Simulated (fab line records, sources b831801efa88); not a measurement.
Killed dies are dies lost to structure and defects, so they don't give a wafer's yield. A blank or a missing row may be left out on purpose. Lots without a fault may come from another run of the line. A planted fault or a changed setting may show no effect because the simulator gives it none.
Chamber matching | flow gf180mcu | GF_V1_CMP_04 on cmp-01: 4 sister chambers
The step polishes SiO2. 14 wafers are shown with their chamber, then 7 later ones without.

WAFERS WITH THEIR CHAMBER
wafer  | chamber | motor_current_A (A) | time_to_endpoint_s (s)
L874.1 | 1       | 10.2                | 68
L874.2 | 0       | 11.8                | 71
L874.3 | 2       | 12.6                | 64
L878.2 | 1       | 11.1                | 75
L878.3 | 3       | 11.0                | 78
L878.4 | 2       | 13.2                | 77
L879.1 | 3       | 10.2                | 79
L879.3 | 1       | 10.3                | 73
L879.4 | 0       | 11.2                | 78
L880.2 | 2       | 12.3                | 74
L880.3 | 3       | 10.0                | 73
L880.5 | 0       | 11.8                | 78
L881.1 | 1       | 10.7                | 74
L881.2 | 0       | 11.0                | 80

SIGNATURES (means of the wafers above)
reading            | chamber 0 | chamber 1 | chamber 2 | chamber 3 | scatter within a chamber
motor_current_A    | 11.450    | 10.575    | 12.700    | 10.400    | 0.447
time_to_endpoint_s | 76.75     | 72.50     | 71.67     | 76.67     | 4.35
Rule: a wafer's distance from a chamber is the root of the sum, over the readings, of the square of ((its reading less the chamber's mean) divided by the reading's scatter). The wafer belongs to the nearest chamber; if the next one is less than 2 further off, it can't be placed. The scatter: the root of (the sum of the squares of (reading less its chamber's mean) over the shown wafers, divided by (wafers less chambers)).

WAFERS WITHOUT THEIR CHAMBER
wafer  | motor_current_A (A) | time_to_endpoint_s (s)
L881.3 | 13.6                | 78
L882.3 | 10.6                | 73
L882.4 | 9.9                 | 73
L882.6 | 11.1                | 75
L885.3 | 10.8                | 78
L885.5 | 10.1                | 80
L885.6 | 11.1                | 89

WHICH CHAMBER EACH WENT THROUGH
wafer  | from the rows above          | in truth
L881.3 | 2                            | 2
L882.3 | can't be placed: 1 or 3 or 0 | 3
L882.4 | can't be placed: 3 or 1      | 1
L882.6 | can't be placed: 0 or 1 or 3 | 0
L885.3 | can't be placed: 3 or 1 or 0 | 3
L885.5 | can't be placed: 3 or 1      | 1
L885.6 | can't be placed: 0 or 3 or 1 | 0
Placed correctly: 1 of 7. Can't be placed from these rows: 6 (the true chamber is among the candidates in 6). Placed wrongly: 0.
